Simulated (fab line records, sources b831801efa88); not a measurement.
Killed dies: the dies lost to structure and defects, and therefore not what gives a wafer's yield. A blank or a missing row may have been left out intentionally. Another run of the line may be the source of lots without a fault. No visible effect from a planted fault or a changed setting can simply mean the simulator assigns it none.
Matching of chambers    flow gf180mcu    GF_V4_ETCH_16 on rie diel-01: 4 sister chambers
The step etches BARC in N2/H2. 4 wafers are shown with their chamber, then 9 later ones without.

EACH WAFER AND ITS CHAMBER
wafer   chamber  drypump motor current A (A)
L084.2  3        6.3
L087.1  1        5.1
L088.1  0        5.9
L088.6  2        4.7

WAFERS WITHOUT THEIR CHAMBER
wafer   drypump motor current A (A)
L089.1  5.9
L089.4  6.3
L089.6  5.1
L091.1  5.1
L091.2  4.7
L091.3  5.9
L097.1  5.1
L097.2  4.7
L097.5  6.4

EACH ONE'S CHAMBER
wafer   from the rows above  in truth
L089.1  0                    0
L089.4  3                    3
L089.6  1                    1
L091.1  1                    1
L091.2  2                    2
L091.3  0                    0
L097.1  1                    1
L097.2  2                    2
L097.5  3                    3
Placed correctly: 9 of 9. Not placeable from these rows: 0. Wrongly placed: 0.
How it was worked out, from the rows above alone: a wafer's distance from a chamber is the root of the sum, over the readings, of the square of ((its reading less the chamber's mean) divided by the reading's scatter). The wafer belongs to the nearest chamber; if the next one is less than 2 further off, it can't be placed. A chamber's mean is the mean of its shown wafers. The scatter: with one shown wafer a chamber, the root of the mean of the squares of how far each hidden wafer lies from its nearest shown one.
